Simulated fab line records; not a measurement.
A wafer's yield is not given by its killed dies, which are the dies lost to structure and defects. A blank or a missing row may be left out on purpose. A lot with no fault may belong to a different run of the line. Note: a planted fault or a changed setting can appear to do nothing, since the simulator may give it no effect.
Which tool is to blame? / flow gf180mcu / 12 lots, 36 wafers sampled, at 4 steps of a route of 602

== WHAT THE GAUGES SHOWED, per wafer ==
GF_PASSIVATION_THK_MEAS_03. Usual: PASSIVATION_CVD_02_THK 703 nm, standard deviation 9.7.
lot=L623; measured=day 28 12:05; on=filmMetro-04; PASSIVATION_CVD_02_THK (nm)=706 718 722; flag=
lot=L624; measured=day 28 19:22; on=filmMetro-01; PASSIVATION_CVD_02_THK (nm)=698 710 718; flag=
lot=L625; measured=day 28 23:32; on=filmMetro-02; PASSIVATION_CVD_02_THK (nm)=694 700 699; flag=
lot=L628; measured=day 30 01:10; on=filmMetro-01; PASSIVATION_CVD_02_THK (nm)=702 698 700; flag=
lot=L630; measured=day 30 15:35; on=filmMetro-02; PASSIVATION_CVD_02_THK (nm)=694 682 706; flag=
lot=L631; measured=day 30 22:44; on=filmMetro-04; PASSIVATION_CVD_02_THK (nm)=696 699 694; flag=
lot=L632; measured=day 31 06:49; on=filmMetro-02; PASSIVATION_CVD_02_THK (nm)=689 691 700; flag=
lot=L633; measured=day 31 09:26; on=filmMetro-04; PASSIVATION_CVD_02_THK (nm)=695 709 691; flag=
lot=L635; measured=day 31 23:50; on=filmMetro-02; PASSIVATION_CVD_02_THK (nm)=698 716 712; flag=
lot=L636; measured=day 32 19:04; on=filmMetro-04; PASSIVATION_CVD_02_THK (nm)=699 703 710; flag=
lot=L639; measured=day 33 03:10; on=filmMetro-02; PASSIVATION_CVD_02_THK (nm)=704 714 713; flag=
lot=L645; measured=day 34 17:04; on=filmMetro-04; PASSIVATION_CVD_02_THK (nm)=688 696 699; flag=

== TOOL THAT RAN EACH LOT (tool first, then ch and the chambers of the sampled wafers, then the start) ==
lot=L623; GF_V2_STRIP_18=plasmaAsher-02 ch 0, day 20 15:05; GF_TOP_METAL_METAL_ETCH_16=rieMetal-04 ch 1, day 28 10:37; GF_TOP_METAL_STRIP_17=plasmaAsher-03 ch 0,1, day 28 10:56
lot=L624; GF_V2_STRIP_18=plasmaAsher-03 ch 0,1, day 21 01:14; GF_TOP_METAL_METAL_ETCH_16=rieMetal-01 ch 0,1, day 28 18:12; GF_TOP_METAL_STRIP_17=plasmaAsher-02 ch 0,1, day 28 18:23
lot=L625; GF_V2_STRIP_18=plasmaAsher-04 ch 0,1, day 21 09:08; GF_TOP_METAL_METAL_ETCH_16=rieMetal-01 ch 0,1, day 28 22:21; GF_TOP_METAL_STRIP_17=plasmaAsher-02 ch 0,1, day 28 22:32
lot=L628; GF_V2_STRIP_18=plasmaAsher-02 ch 0,1, day 22 12:59; GF_TOP_METAL_METAL_ETCH_16=rieMetal-04 ch 0,1, day 30 00:01; GF_TOP_METAL_STRIP_17=plasmaAsher-02 ch 0,1, day 30 00:12
lot=L630; GF_V2_STRIP_18=plasmaAsher-04 ch 0,1, day 23 09:11; GF_TOP_METAL_METAL_ETCH_16=rieMetal-04 ch 0,1, day 30 14:19; GF_TOP_METAL_STRIP_17=plasmaAsher-02 ch 0,1, day 30 14:30
lot=L631; GF_V2_STRIP_18=plasmaAsher-02 ch 0,1, day 23 18:20; GF_TOP_METAL_METAL_ETCH_16=rieMetal-03 ch 0, day 30 21:03; GF_TOP_METAL_STRIP_17=plasmaAsher-03 ch 0,1, day 30 21:26
lot=L632; GF_V2_STRIP_18=plasmaAsher-03 ch 0,1, day 24 03:29; GF_TOP_METAL_METAL_ETCH_16=rieMetal-04 ch 0,1, day 31 05:40; GF_TOP_METAL_STRIP_17=plasmaAsher-03 ch 0,1, day 31 05:52
lot=L633; GF_V2_STRIP_18=plasmaAsher-02 ch 0,1, day 24 07:13; GF_TOP_METAL_METAL_ETCH_16=rieMetal-01 ch 0,1, day 31 08:19; GF_TOP_METAL_STRIP_17=plasmaAsher-03 ch 0,1, day 31 08:29
lot=L635; GF_V2_STRIP_18=plasmaAsher-02 ch 0,1, day 24 22:16; GF_TOP_METAL_METAL_ETCH_16=rieMetal-04 ch 0,1, day 31 22:43; GF_TOP_METAL_STRIP_17=plasmaAsher-03 ch 0,1, day 31 22:53
lot=L636; GF_V2_STRIP_18=plasmaAsher-02 ch 0,1, day 25 23:35; GF_TOP_METAL_METAL_ETCH_16=rieMetal-04 ch 0,1, day 32 17:55; GF_TOP_METAL_STRIP_17=plasmaAsher-02 ch 0, day 32 18:07
lot=L639; GF_V2_STRIP_18=plasmaAsher-02 ch 0,1, day 26 11:23; GF_TOP_METAL_METAL_ETCH_16=rieMetal-01 ch 0,1, day 33 02:01; GF_TOP_METAL_STRIP_17=plasmaAsher-04 ch 0,1, day 33 02:12
lot=L645; GF_V2_STRIP_18=plasmaAsher-04 ch 0,1, day 28 11:02; GF_TOP_METAL_METAL_ETCH_16=rieMetal-04 ch 0,1, day 34 15:55; GF_TOP_METAL_STRIP_17=plasmaAsher-03 ch 0,1, day 34 16:06
- GF_V2_STRIP_18: strips in O2/N2.
- GF_TOP_METAL_METAL_ETCH_16: etches the open film in Cl2/BCl3, stops on SiO2, target depth 1197 nm, time 199.5 s.
- GF_TOP_METAL_STRIP_17: strips in O2/N2.

== WHAT THE TOOLS THEMSELVES READ (means of the sampled wafers that have a number; where no wafer has one, the mark that the record gives instead) ==
GF_V2_STRIP_18. Usual: drypumpMotorCurrentA 5.8 A, standard deviation 0.33; heaterPowerW 318 W, standard deviation 22; oesProductAu 0.592 a.u., standard deviation 0.0049.
lot=L623; tool=plasmaAsher-02; drypumpMotorCurrentA (A)=5.5; heaterPowerW (W)=279; oesProductAu (a.u.)=0.593; flag=
lot=L624; tool=plasmaAsher-03; drypumpMotorCurrentA (A)=5.6; heaterPowerW (W)=313; oesProductAu (a.u.)=0.594; flag=
lot=L625; tool=plasmaAsher-04; drypumpMotorCurrentA (A)=6.2; heaterPowerW (W)=321; oesProductAu (a.u.)=0.594; flag=
lot=L628; tool=plasmaAsher-02; drypumpMotorCurrentA (A)=5.7; heaterPowerW (W)=319; oesProductAu (a.u.)=0.597; flag=
lot=L630; tool=plasmaAsher-04; drypumpMotorCurrentA (A)=6.2; heaterPowerW (W)=325; oesProductAu (a.u.)=0.591; flag=
lot=L631; tool=plasmaAsher-02; drypumpMotorCurrentA (A)=5.7; heaterPowerW (W)=319; oesProductAu (a.u.)=0.590; flag=
lot=L632; tool=plasmaAsher-03; drypumpMotorCurrentA (A)=5.6; heaterPowerW (W)=317; oesProductAu (a.u.)=0.592; flag=
lot=L633; tool=plasmaAsher-02; drypumpMotorCurrentA (A)=5.7; heaterPowerW (W)=319; oesProductAu (a.u.)=0.593; flag=
lot=L635; tool=plasmaAsher-02; drypumpMotorCurrentA (A)=5.7; heaterPowerW (W)=321; oesProductAu (a.u.)=0.592; flag=
lot=L636; tool=plasmaAsher-02; drypumpMotorCurrentA (A)=5.7; heaterPowerW (W)=318; oesProductAu (a.u.)=0.590; flag=
lot=L639; tool=plasmaAsher-02; drypumpMotorCurrentA (A)=5.6; heaterPowerW (W)=295; oesProductAu (a.u.)=0.596; flag=
lot=L645; tool=plasmaAsher-04; drypumpMotorCurrentA (A)=6.2; heaterPowerW (W)=328; oesProductAu (a.u.)=0.596; flag=

GF_TOP_METAL_METAL_ETCH_16. Usual: drypumpMotorCurrentA 5.9 A, standard deviation 0.45; oesProductAu 0.992 a.u., standard deviation 0.0062; throttleValvePct 28.226 %, standard deviation 0.01.
lot=L623; tool=rieMetal-04; drypumpMotorCurrentA (A)=6.5; oesProductAu (a.u.)=0.995; throttleValvePct (%)=28.208; flag=
lot=L624; tool=rieMetal-01; drypumpMotorCurrentA (A)=5.4; oesProductAu (a.u.)=0.991; throttleValvePct (%)=28.225; flag=
lot=L625; tool=rieMetal-01; drypumpMotorCurrentA (A)=5.6; oesProductAu (a.u.)=0.996; throttleValvePct (%)=28.226; flag=
lot=L628; tool=rieMetal-04; drypumpMotorCurrentA (A)=6.2; oesProductAu (a.u.)=0.994; throttleValvePct (%)=28.218; flag=
lot=L630; tool=rieMetal-04; drypumpMotorCurrentA (A)=6.2; oesProductAu (a.u.)=1.001; throttleValvePct (%)=28.229; flag=
lot=L631; tool=rieMetal-03; drypumpMotorCurrentA (A)=6.1; oesProductAu (a.u.)=0.989; throttleValvePct (%)=28.226; flag=
lot=L632; tool=rieMetal-04; drypumpMotorCurrentA (A)=6.0; oesProductAu (a.u.)=0.997; throttleValvePct (%)=28.223; flag=
lot=L633; tool=rieMetal-01; drypumpMotorCurrentA (A)=5.6; oesProductAu (a.u.)=0.990; throttleValvePct (%)=28.232; flag=
lot=L635; tool=rieMetal-04; drypumpMotorCurrentA (A)=6.0; oesProductAu (a.u.)=0.992; throttleValvePct (%)=28.227; flag=
lot=L636; tool=rieMetal-04; drypumpMotorCurrentA (A)=6.3; oesProductAu (a.u.)=0.997; throttleValvePct (%)=28.226; flag=
lot=L639; tool=rieMetal-01; drypumpMotorCurrentA (A)=5.4; oesProductAu (a.u.)=0.995; throttleValvePct (%)=28.229; flag=
lot=L645; tool=rieMetal-04; drypumpMotorCurrentA (A)=6.0; oesProductAu (a.u.)=0.995; throttleValvePct (%)=28.226; flag=

GF_TOP_METAL_STRIP_17. Usual: drypumpMotorCurrentA 5.69 A, standard deviation 0.21; heaterPowerW 317 W, standard deviation 25; oesProductAu 0.710 a.u., standard deviation 0.0047; stripTimeToEndpointS 12.85 s, standard deviation 0.088.
lot=L623; tool=plasmaAsher-03; drypumpMotorCurrentA (A)=5.64; heaterPowerW (W)=318; oesProductAu (a.u.)=0.703; stripTimeToEndpointS (s)=12.80; flag=
lot=L624; tool=plasmaAsher-02; drypumpMotorCurrentA (A)=5.63; heaterPowerW (W)=292; oesProductAu (a.u.)=0.707; stripTimeToEndpointS (s)=13.06; flag=
lot=L625; tool=plasmaAsher-02; drypumpMotorCurrentA (A)=5.70; heaterPowerW (W)=317; oesProductAu (a.u.)=0.714; stripTimeToEndpointS (s)=12.85; flag=
lot=L628; tool=plasmaAsher-02; drypumpMotorCurrentA (A)=5.62; heaterPowerW (W)=298; oesProductAu (a.u.)=0.710; stripTimeToEndpointS (s)=12.79; flag=
lot=L630; tool=plasmaAsher-02; drypumpMotorCurrentA (A)=5.68; heaterPowerW (W)=317; oesProductAu (a.u.)=0.710; stripTimeToEndpointS (s)=12.76; flag=
lot=L631; tool=plasmaAsher-03; drypumpMotorCurrentA (A)=5.63; heaterPowerW (W)=314; oesProductAu (a.u.)=0.709; stripTimeToEndpointS (s)=12.82; flag=
lot=L632; tool=plasmaAsher-03; drypumpMotorCurrentA (A)=5.64; heaterPowerW (W)=320; oesProductAu (a.u.)=0.711; stripTimeToEndpointS (s)=12.81; flag=
lot=L633; tool=plasmaAsher-03; drypumpMotorCurrentA (A)=5.65; heaterPowerW (W)=314; oesProductAu (a.u.)=0.714; stripTimeToEndpointS (s)=12.84; flag=
lot=L635; tool=plasmaAsher-03; drypumpMotorCurrentA (A)=5.64; heaterPowerW (W)=333; oesProductAu (a.u.)=0.706; stripTimeToEndpointS (s)=12.77; flag=
lot=L636; tool=plasmaAsher-02; drypumpMotorCurrentA (A)=5.57; heaterPowerW (W)=269; oesProductAu (a.u.)=0.705; stripTimeToEndpointS (s)=12.71; flag=
lot=L639; tool=plasmaAsher-04; drypumpMotorCurrentA (A)=6.20; heaterPowerW (W)=328; oesProductAu (a.u.)=0.706; stripTimeToEndpointS (s)=12.86; flag=
lot=L645; tool=plasmaAsher-03; drypumpMotorCurrentA (A)=5.58; heaterPowerW (W)=329; oesProductAu (a.u.)=0.712; stripTimeToEndpointS (s)=12.79; flag=

== THE ANSWER, worked out from the rows above alone ==
Rule: a lot is off if the mean of its wafers that have a number lies more than 3 standard deviations from the usual mean. A lot without any number at a reading at which 4 lots or more have one is off too. All remaining lots with rows at the step are treated as sound. First the gauges in route order, then the tools' own readings, where a lot's mean is used as printed above. The first step at which some lot is off is used, and at that step the reading that is off furthest; a lot without a number counts as furthest.
None of the lots is off at any reading shown; this tells nothing.

== WHAT THE SIMULATOR HAD INSERTED ==
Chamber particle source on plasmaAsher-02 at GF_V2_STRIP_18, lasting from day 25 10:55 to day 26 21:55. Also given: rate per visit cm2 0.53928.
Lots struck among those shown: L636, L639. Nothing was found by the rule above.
